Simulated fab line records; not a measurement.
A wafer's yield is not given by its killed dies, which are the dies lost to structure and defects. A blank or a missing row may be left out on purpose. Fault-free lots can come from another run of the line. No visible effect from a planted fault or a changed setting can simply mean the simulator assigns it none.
Split-lot trial | flow sfq_line | 23 wafers read from 5 lots, route of 325 steps

== ABOUT THE SPLIT ==
At SFQ_TRILAYER_I4_VIA_LITHO_EXPOSE_104 (exposes mask I4, target cd 700 nm), the setting dose_mj was moved away from the recipe's 21.3 on 6 of the 23 wafers read, by -3.7% to +5.1%. All remaining wafers had this setting at the recipe value.

== FROM THE SPLIT TO THE READING: what the file shows between them, 3 steps ==
- SFQ_TRILAYER_I4_VIA_LITHO_PEB_106: peb time 60 s
- SFQ_TRILAYER_I4_VIA_LITHO_DEVELOP_105: time 60 s
- SFQ_TRILAYER_I4_VIA_BARC_OPEN_VIA_ETCH_146: etches BARC in O2, target depth 125 nm, time 41.7 s

== THE READING ==
I4.cd_nm (the simulator's own value, which no gauge read), in nm, at SFQ_TRILAYER_I4_VIA_ETCH_VIA_ETCH_106 (etches SiO2 in CHF3, stops on Nb, target depth 260 nm). There is no usual value for it anywhere in the file. Average 700.3 nm, standard deviation 2.3 nm, over the 17 wafers here run with the recipe.

wafer  | tool, chamber at the split | dose_mj as run | against the recipe | I4.cd_nm, nm | against lot-mates on the recipe
L074.1 | krf_scanner-01, 0          | 21.3           | recipe             | 700.2        | -
L074.2 | krf_scanner-01, 0          | 21.3           | recipe             | 700.6        | -
L074.3 | krf_scanner-01, 0          | 21.3           | recipe             | 701.4        | -
L074.4 | krf_scanner-01, 0          | 21.3           | recipe             | 699.8        | -
L074.5 | krf_scanner-01, 0          | 21.3           | recipe             | 701.1        | -
L077.1 | krf_scanner-02, 0          | 21.3           | recipe             | 698.9        | -
L077.4 | krf_scanner-02, 0          | 21.3           | recipe             | 697.6        | -
L077.5 | krf_scanner-02, 0          | 21.3           | recipe             | 696.4        | -
L082.1 | krf_scanner-01, 0          | 21.3           | recipe             | 701.4        | -
L082.2 | krf_scanner-01, 0          | 21.3           | recipe             | 699.2        | -
L082.3 | krf_scanner-01, 0          | 21.3           | recipe             | 704.8        | -
L082.4 | krf_scanner-01, 0          | 21.3           | recipe             | 700.9        | -
L082.5 | krf_scanner-01, 0          | 21.3           | recipe             | 701.7        | -
L084.1 | krf_scanner-01, 0          | 21.3           | recipe             | 696.9        | -
L084.3 | krf_scanner-01, 0          | 21.3           | recipe             | 697.4        | -
L084.4 | krf_scanner-01, 0          | 22.39          | +5.1%              | 708.6        | +11.5
L084.5 | krf_scanner-01, 0          | 22.39          | +5.1%              | 704.9        | +7.8
L084.6 | krf_scanner-01, 0          | 22.39          | +5.1%              | 704.4        | +7.2
L085.1 | krf_scanner-01, 0          | 20.52          | -3.7%              | 694.9        | -8.4
L085.2 | krf_scanner-01, 0          | 20.52          | -3.7%              | 697.9        | -5.4
L085.3 | krf_scanner-01, 0          | 21.3           | recipe             | 703.6        | -
L085.4 | krf_scanner-01, 0          | 21.3           | recipe             | 702.9        | -
L085.6 | krf_scanner-01, 0          | 20.52          | -3.7%              | 693.3        | -10.0

FIT RESULTS
A straight line over all 23 wafers: I4.cd_nm changes by +1.19 nm for each +1% of dose_mj; r = +0.78; the points scatter about the line by 2.3 nm.
The same after taking each lot's own level away (the mean of its wafers on the recipe; 23 wafers): +1.88 nm for each +1%; r = +0.95; scatter 1.5 nm.
The reading moves by 9.6 nm for the largest change in dose_mj, on that fit.
The lots' own levels span 697.15 to 703.25 nm, that is 2.7 times the standard deviation above.
So the lot-to-lot level blurs the effect unless lot-mates are compared.
Check: +8.68 nm against its lot-mates is what the line predicts for one of the wafers moved furthest among these (+5.1%) when that wafer is left out of the fit. It came out at +11.5 nm against them.

== THE WHOLE CHAIN: every reading that the file lists as answering this split, in the file's order ==
step                                       | what it does                                          | reading                                                   | change (the file's fit)              | r (the file's)
SFQ_TRILAYER_I4_VIA_BARC_OPEN_VIA_ETCH_146 | etches BARC in O2, target depth 125 nm, time 41.7 s   | I4.cd_nm (the simulator's own value, which no gauge read) | +1.5 nm for each +1% of the setting  | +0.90
SFQ_TRILAYER_I4_VIA_ETCH_VIA_ETCH_106      | etches SiO2 in CHF3, stops on Nb, target depth 260 nm | I4.cd_nm (the simulator's own value, which no gauge read) | +1.87 nm for each +1% of the setting | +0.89

== THE FILE'S OWN FIT ==
I4.cd_nm changes by +1.87 nm for each +1% of dose_mj, r = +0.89.
